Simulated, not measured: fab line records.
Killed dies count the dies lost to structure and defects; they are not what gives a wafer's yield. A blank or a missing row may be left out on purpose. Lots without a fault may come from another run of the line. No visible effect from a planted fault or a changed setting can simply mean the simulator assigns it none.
A struck lot beside a sound one || flow sky130 || 30 out of 708 route steps
Sound: these wafers, L644.1, L644.2, L644.4. Struck: wafers L652.2, L652.4, L652.5. The cause is given at the end.
Each step with rows lists, per side, the tool, then ch with its chambers, then its first start. Under that, the readings that differ: sound wafers || struck wafers || difference of the means || sigmas: that difference in standard deviations of wafers without a fault.
alike: a reading whose means differ by less than 2 such deviations, as well as words and numbers matching on both sides. not compared: withheld readings; readings where some wafer has no value; bounds like >300 that might hide an equal value; numbers whose values overlap and for which the record gives no deviation.
Wherever a step has rows on one side only, a row that says differs or no value, or a row with sigmas, the two part there. When numbers do not overlap yet have no deviation, they are printed without sigmas and do not part them. A reading missing from all wafers of one side parts the sides only when that side holds two or more wafers.

first, 6 steps without rows for these wafers: SKY_SONOS_ONO_HMDS_07 (prime time 60 s); SKY_SONOS_ONO_COAT_08 (resist thk 1140 nm); SKY_SONOS_ONO_SOFTBAKE_09 (time 60 s); SKY_SONOS_ONO_EXPOSE_10 (exposes mask ONOM, target cd 410 nm); SKY_SONOS_ONO_PEB_11; SKY_SONOS_ONO_DEVELOP_12 (develop time 60 s).
SKY_SONOS_ONO_CD_MEAS_13: the cd target is 410 nm.
  sound: cd sem-01 at day 12 22:32; struck: cd sem-02 at day 15 14:48
  alike: cd nm
SKY_SONOS_ONO_OVL_MEAS_14:
  sound: overlay-02 at day 12 22:39; struck: overlay-01 at day 15 14:55
  alike: SONOS_ONO_OVL
SKY_SONOS_ONO_ETCH_15: etches the open film in CHF3/O2, target depth 19.52 nm, time 7.8 s.
  sound on rie diel-02 ch 0,1,2, day 12 22:41; struck on rie diel-02 ch 0,1,2, day 15 14:56
  alike: drypump motor current A, oes product au, throttle valve pct
  not compared: rf hours counter h
then, 1 step without rows for these wafers: SKY_SONOS_ONO_WET_ETCH_16 (etches SiO2 in dHF, target depth 14 nm, time 280 s).
SKY_SONOS_ONO_STRIP_17: strips in O2/N2.
  sound on plasma asher-01 ch 0,1, day 12 22:49; struck on plasma asher-01 ch 0,1, day 15 15:03
  alike: drypump motor current A, n2 flow sccm, oes product au, strip time to endpoint s
  not compared: rf hours counter h
then, 1 step without rows for these wafers: SKY_SONOS_ONO_WET_ETCH_18 (etches Si3N4 in H3PO4, target depth 15 nm, time 172 s).
SKY_GATE_OXIDE_CLEAN_00: cleans in SC1/SC2, time 150 s.
  sound on wet bench-01 ch 2, day 12 22:58; struck on wet bench-02 ch 0, day 15 15:12
  no value came back on the struck wafers for bath guard temp C (C), bath heat duty pct (%); on the sound wafers bath guard temp C (C) reads 70.4 70.7 70.4
{"reading": "model.SiO2_of_SONOS_ONO_CVD_04.thk nm (nm)", "sound": "4.905 4.927 4.971", "struck": "5.619 5.688 5.661", "difference": "+0.722", "sigmas": ""}
then, 1 step without rows for these wafers: SKY_GATE_OXIDE_OXIDATION_01 (stabilise 600 s, purge 300 s, target thk 10.268 nm).
SKY_GATE_OXIDE_THK_MEAS_02:
  sound: film metro-01 at day 13 00:45; struck: film metro-04 at day 15 17:40
  alike: GATE_OXIDE_OXIDATION_00_THK
then, 7 steps without rows for these wafers: SKY_GATE_OXIDE_DEHYDRATE_03 (time 60 s); SKY_GATE_OXIDE_HMDS_04 (prime time 60 s); SKY_GATE_OXIDE_COAT_05 (resist thk 1140 nm); SKY_GATE_OXIDE_SOFTBAKE_06 (time 60 s); SKY_GATE_OXIDE_EXPOSE_07 (exposes mask LVOM, target cd 600 nm); SKY_GATE_OXIDE_PEB_08; SKY_GATE_OXIDE_DEVELOP_09 (develop time 60 s).
SKY_GATE_OXIDE_OVL_MEAS_10:
  sound: overlay-02 at day 14 03:01; struck: overlay-02 at day 16 20:59
  alike: GATE_OXIDE_OVL
then, 2 steps without rows for these wafers: SKY_GATE_OXIDE_IMPLANT_11; SKY_GATE_OXIDE_WET_ETCH_12 (etches SiO2 in dHF, target depth 16.8 nm, time 336 s).
SKY_GATE_OXIDE_STRIP_13: strips in O2/N2.
  sound on plasma asher-01 ch 0,1, day 14 03:19; struck on plasma asher-03 ch 0,1, day 16 21:16
  alike: drypump motor current A, n2 flow sccm, oes product au, strip time to endpoint s
  not compared: rf hours counter h
SKY_GATE_OXIDE_TW_MEAS_14:
  sound: film metro-03 at day 14 03:25; struck: film metro-04 at day 16 21:22
  alike: GATE_OXIDE_TW
SKY_GATE_OXIDE_CLEAN_15: cleans in SC1/SC2, time 150 s.
  sound on wet bench-04 ch 3, day 14 03:29; struck on wet bench-02 ch 0, day 16 21:25
{"reading": "model.SiO2_of_SONOS_ONO_CVD_04.thk nm (nm)", "sound": "4.242 4.264 4.313", "struck": "4.953 5.018 4.992", "difference": "+0.715", "sigmas": ""}
  alike: bath guard temp C, bath heat duty pct
then, 1 step without rows for these wafers: SKY_GATE_OXIDE_OXIDATION_16 (stabilise 600 s, purge 300 s, target thk 3.57 nm).
-- the record jumps here: 31 days lie between the struck wafers' starts before and after (it left off in module GATE_OXIDE and takes up again in module PAD_OPEN, whose first step shown is number 708 of the route) --
SKY_PAD_OPEN_PROBE_99:
  sound: prober-02 at day 46 01:33; struck: prober-01 at day 48 04:04
{"reading": "killed dies", "sound": "91 97 91", "struck": "78 69 71", "difference": -20, "sigmas": -2}
{"reading": "killed short", "sound": "34 45 48", "struck": "30 23 36", "difference": -13, "sigmas": -2}
{"reading": "model.etest.sonos erased.drive ua um", "sound": "188.1 217 181.8", "struck": "146.2 133.4 150.5", "difference": -52.3, "sigmas": ""}
{"reading": "model.etest.sonos uncharged.r on ohm um", "sound": "835 790.3 814.9", "struck": "837.6 847.4 856.4", "difference": "+33.7", "sigmas": ""}
{"reading": "model.etest.cap thick oxide.gate bv v (V)", "sound": "15.73 15.71 16.02", "struck": "12.9 11.9 12.53", "difference": -3.4, "sigmas": ""}
{"reading": "model.etest.cap thick oxide.gate log10 a cm2", "sound": "-7.298 -7.182 -7.256", "struck": "-5.833 -5.534 -5.718", "difference": "+1.550", "sigmas": ""}
{"reading": "model.etest.cap ono.gate log10 a cm2", "sound": "-8.089 -8.068 -8.243", "struck": "-8.819 -8.75 -8.99", "difference": -0.720, "sigmas": ""}
{"reading": "model.etest.cap ono.tox acc nm (nm)", "sound": "12.99 13.02 13.11", "struck": "13.56 13.59 13.58", "difference": "+0.54", "sigmas": ""}
  alike: killed_at_M0_to_M3, killed_at_M4_up, killed at contacts, killed at front end, killed at other, killed open
  not compared: model.etest.cap ono.gate bv v, model.etest.sonos programmed.off log10 a um

== WHERE THEY PART ==
Last at SKY_PAD_OPEN_PROBE_99 as far as this record goes, first at SKY_GATE_OXIDE_CLEAN_00.

WHY: whatever the simulator had introduced
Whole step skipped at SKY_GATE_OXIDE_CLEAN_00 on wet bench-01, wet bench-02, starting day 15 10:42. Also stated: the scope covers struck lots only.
